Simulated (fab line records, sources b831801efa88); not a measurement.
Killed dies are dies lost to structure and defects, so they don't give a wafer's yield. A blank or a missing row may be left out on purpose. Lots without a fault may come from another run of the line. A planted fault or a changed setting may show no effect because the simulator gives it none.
Which tool did it? | flow gf180mcu | 12 lots, 36 wafers sampled, at 3 steps of a route of 602

WHAT THE GAUGES READ, wafer by wafer
GF_M3_OVL_MEAS_15.
lot  | measured     | on         | M3_OVL (nm)
L075 | day 21 15:19 | overlay-01 | 3 -5 6
L077 | day 22 21:13 | overlay-02 | -9 -17 -20
L079 | day 23 10:35 | overlay-01 | -12 -9 -8
L081 | day 24 03:58 | overlay-02 | -2 -7 -5
L083 | day 24 21:02 | overlay-01 | -9 -4 -4
L085 | day 25 05:01 | overlay-02 | -8 1 3
L087 | day 26 02:42 | overlay-01 | -7 -8 -7
L089 | day 26 15:16 | overlay-01 | -3 -4 2
L091 | day 27 04:41 | overlay-01 | 8 -4 2
L093 | day 27 22:18 | overlay-01 | -1 2 1
L095 | day 28 08:03 | overlay-02 | -4 -7 2
L097 | day 28 23:51 | overlay-01 | -3 0 4

WHICH TOOL RAN EACH LOT (tool, then ch and the chambers of the sampled wafers, then the start)
lot  | GF_M1_METAL_ETCH_16               | GF_M3_SPUTTER_00
L075 | rie_metal-04 ch 0,1, day 17 09:48 | pvd_sputter-04, day 20 15:10
L077 | rie_metal-02 ch 0,1, day 18 14:20 | pvd_sputter-03, day 21 21:23
L079 | rie_metal-01 ch 0, day 19 04:31   | pvd_sputter-04, day 22 11:18
L081 | rie_metal-01 ch 0,1, day 20 00:29 | pvd_sputter-03, day 23 05:49
L083 | rie_metal-04 ch 0,1, day 20 19:47 | pvd_sputter-04, day 23 23:38
L085 | rie_metal-01 ch 0,1, day 21 04:40 | pvd_sputter-04, day 24 06:38
L087 | rie_metal-01 ch 0,1, day 22 02:36 | pvd_sputter-02, day 25 05:02
L089 | rie_metal-04 ch 0,1, day 22 19:01 | pvd_sputter-03, day 25 18:38
L091 | rie_metal-01 ch 0,1, day 23 09:15 | pvd_sputter-03, day 26 07:09
L093 | rie_metal-04 ch 0,1, day 24 01:14 | pvd_sputter-02, day 27 01:40
L095 | rie_metal-02 ch 0,1, day 24 17:33 | pvd_sputter-02, day 27 12:14
L097 | rie_metal-01 ch 0,1, day 25 08:20 | pvd_sputter-02, day 28 04:36
- GF_M1_METAL_ETCH_16: etches the open film in Cl2/BCl3, stops on SiO2, target depth 627.5 nm, time 104.6 s.
- GF_M3_SPUTTER_00: material Ti, target thk 37.5 nm, time 150 s.

THE ANSWER, worked out from the rows above alone
Rule: what is usual is taken from the lots themselves. Put in order of their means at a reading, lots are off if they are a third of the lots or fewer, leave a main group of 4 or more, and stand apart from it by a gap of 3 or more times the standard deviation of the main group's means; of several such gaps the widest counts. A main group whose means are all the same, to the digits that the tables above print for the reading, isn't used. A lot without any number at a reading at which 4 lots or more have one is off too. The other lots that the step has rows for count as sound.
No lot is off at any reading shown: from this, nothing can be told.

WHAT THE SIMULATOR HAD PUT IN
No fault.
